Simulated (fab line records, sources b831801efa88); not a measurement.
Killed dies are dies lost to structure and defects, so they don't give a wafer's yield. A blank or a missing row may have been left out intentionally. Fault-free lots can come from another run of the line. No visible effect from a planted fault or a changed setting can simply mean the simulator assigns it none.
Shared-tool check :: flow gf180mcu :: Sample size 13 lots and 39 wafers

WHAT PROMPTED THE OPENING
At GF_CONTACT_CD_MEAS_14 the reading cd-nm is flagged on 1 of 13 lots. Fault-free wafers read 219.9 nm, with a standard deviation of 1.8.
Rule: a lot is flagged in two cases, either no wafer of it has a number, or all its wafers with numbers fall more than 4 standard deviations from that mean. As for the other lots, they are considered sound.

lot: L973
measured: day 16 17:02
on: cd-sem-01
cd-nm (nm), wafer by wafer: 220.6 221.3 222.8
flag: 

lot: L974
measured: day 17 05:10
on: cd-sem-01
cd-nm (nm), wafer by wafer: 218.9 217.8 215.9
flag: 

lot: L975
measured: day 17 12:10
on: cd-sem-01
cd-nm (nm), wafer by wafer: 219.6 219.5 219.3
flag: 

lot: L977
measured: day 17 19:34
on: cd-sem-01
cd-nm (nm), wafer by wafer: 217.9 216.6 216.1
flag: 

lot: L978
measured: day 18 08:47
on: cd-sem-02
cd-nm (nm), wafer by wafer: 220.1 221.3 220.2
flag: 

lot: L979
measured: day 18 15:38
on: cd-sem-02
cd-nm (nm), wafer by wafer: 219.5 219.0 219.3
flag: 

lot: L981
measured: day 20 01:32
on: cd-sem-01
cd-nm (nm), wafer by wafer: 219.8 218.4 218.3
flag: 

lot: L987
measured: day 21 15:21
on: cd-sem-02
cd-nm (nm), wafer by wafer: 222.2 221.3 220.6
flag: 

lot: L989
measured: day 22 08:46
on: cd-sem-02
cd-nm (nm), wafer by wafer: 196.4 197.4 196.3
flag: FLAGGED

lot: L991
measured: day 23 05:51
on: cd-sem-02
cd-nm (nm), wafer by wafer: 218.8 217.6 218.1
flag: 

lot: L992
measured: day 23 08:17
on: cd-sem-02
cd-nm (nm), wafer by wafer: 219.8 219.4 219.0
flag: 

lot: L993
measured: day 23 16:49
on: cd-sem-02
cd-nm (nm), wafer by wafer: 222.5 224.7 222.8
flag: 

lot: L994
measured: day 24 00:16
on: cd-sem-01
cd-nm (nm), wafer by wafer: 218.8 219.4 220.9
flag: 
The mean of the flagged lots' numbers is 196.7 nm, -23.2 nm from the usual (-13 standard deviations).

WHICH TOOL EACH LOT WENT THROUGH
2 process steps preceding the reading are held in the record, out of 602 steps in the route. Every cell lists first the tool, next ch and the chambers used by the sampled wafers, and last the start.
lot: L973
flag: 
GF_CONTACT_CMP_04: cmp-02 ch 0,1,2, day 15 18:40
GF_CONTACT_EXPOSE_11: krf-scanner-01 ch 0, day 16 06:05

lot: L974
flag: 
GF_CONTACT_CMP_04: cmp-02 ch 0,1,2, day 16 06:17
GF_CONTACT_EXPOSE_11: krf-scanner-02 ch 0, day 16 18:01

lot: L975
flag: 
GF_CONTACT_CMP_04: cmp-02 ch 0,2,3, day 16 13:18
GF_CONTACT_EXPOSE_11: krf-scanner-02 ch 0, day 17 00:53

lot: L977
flag: 
GF_CONTACT_CMP_04: cmp-02 ch 0,3, day 16 20:29
GF_CONTACT_EXPOSE_11: krf-scanner-01 ch 0, day 17 08:38

lot: L978
flag: 
GF_CONTACT_CMP_04: cmp-02 ch 0,1,3, day 17 09:10
GF_CONTACT_EXPOSE_11: krf-scanner-02 ch 0, day 17 21:00

lot: L979
flag: 
GF_CONTACT_CMP_04: cmp-01 ch 0,2,3, day 17 15:14
GF_CONTACT_EXPOSE_11: krf-scanner-01 ch 0, day 18 04:04

lot: L981
flag: 
GF_CONTACT_CMP_04: cmp-02 ch 0,1,3, day 19 00:04
GF_CONTACT_EXPOSE_11: krf-scanner-02 ch 0, day 19 13:10

lot: L987
flag: 
GF_CONTACT_CMP_04: cmp-02 ch 1,2,3, day 20 15:20
GF_CONTACT_EXPOSE_11: krf-scanner-01 ch 0, day 21 03:55

lot: L989
flag: FLAGGED
GF_CONTACT_CMP_04: cmp-02 ch 0,1,3, day 21 08:30
GF_CONTACT_EXPOSE_11: krf-scanner-01 ch 0, day 21 21:10

lot: L991
flag: 
GF_CONTACT_CMP_04: cmp-02 ch 0,3, day 22 06:16
GF_CONTACT_EXPOSE_11: krf-scanner-01 ch 0, day 22 18:04

lot: L992
flag: 
GF_CONTACT_CMP_04: cmp-01 ch 0,1,2, day 22 09:06
GF_CONTACT_EXPOSE_11: krf-scanner-01 ch 0, day 22 20:52

lot: L993
flag: 
GF_CONTACT_CMP_04: cmp-01 ch 0,1,2, day 22 17:29
GF_CONTACT_EXPOSE_11: krf-scanner-01 ch 0, day 23 05:52

lot: L994
flag: 
GF_CONTACT_CMP_04: cmp-01 ch 0,1,2, day 23 01:13
GF_CONTACT_EXPOSE_11: krf-scanner-02 ch 0, day 23 13:29
What is done by these steps:
- GF_CONTACT_CMP_04: polishes SiO2.
- GF_CONTACT_EXPOSE_11: exposes mask Contact, target cd 220 nm.
- GF_CONTACT_CD_MEAS_14: target cd 220 nm.

FLAGGED OVER TOTAL, TOOL BY TOOL (the gauges that took the reading come last)
step: GF_CONTACT_CMP_04
tool: cmp-01
lots run: 4
flagged: 0
share of the flagged lots: none
sound lots run after its first flagged lot: -

step: GF_CONTACT_CMP_04
tool: cmp-02
lots run: 9
flagged: 1
share of the flagged lots: all
sound lots run after its first flagged lot: 1 (L991)

step: GF_CONTACT_EXPOSE_11
tool: krf-scanner-01
lots run: 8
flagged: 1
share of the flagged lots: all
sound lots run after its first flagged lot: 3 (L991,L992,L993)

step: GF_CONTACT_EXPOSE_11
tool: krf-scanner-02
lots run: 5
flagged: 0
share of the flagged lots: none
sound lots run after its first flagged lot: -

step: GF_CONTACT_CD_MEAS_14
tool: cd-sem-01
lots run: 6
flagged: 0
share of the flagged lots: none
sound lots run after its first flagged lot: -

step: GF_CONTACT_CD_MEAS_14
tool: cd-sem-02
lots run: 7
flagged: 1
share of the flagged lots: all
sound lots run after its first flagged lot: 3 (L991,L992,L993)

WHAT THE TABLE ALLOWS
In the table, 3 rows ran each flagged lot (cmp-02 at GF_CONTACT_CMP_04; krf-scanner-01 at GF_CONTACT_EXPOSE_11; cd-sem-02 at GF_CONTACT_CD_MEAS_14).
- cmp-02 at GF_CONTACT_CMP_04: 1 of its 9 lots flagged. Lots that were sound ran on it after the first flagged one (L991); a persistent fault on the entire tool would not allow that.
- krf-scanner-01 at GF_CONTACT_EXPOSE_11: 1 of its 8 lots flagged. Lots that were sound ran on it after the first flagged one (L991, L992, L993); a persistent fault on the entire tool would not allow that.
- cd-sem-02 at GF_CONTACT_CD_MEAS_14: 1 of its 7 lots flagged. Lots that were sound ran on it after the first flagged one (L991, L992, L993); a persistent fault on the entire tool would not allow that.
Every row of the table either missed a flagged lot or ran a sound lot after the first.

WHAT THE SIMULATOR HAD PUT IN
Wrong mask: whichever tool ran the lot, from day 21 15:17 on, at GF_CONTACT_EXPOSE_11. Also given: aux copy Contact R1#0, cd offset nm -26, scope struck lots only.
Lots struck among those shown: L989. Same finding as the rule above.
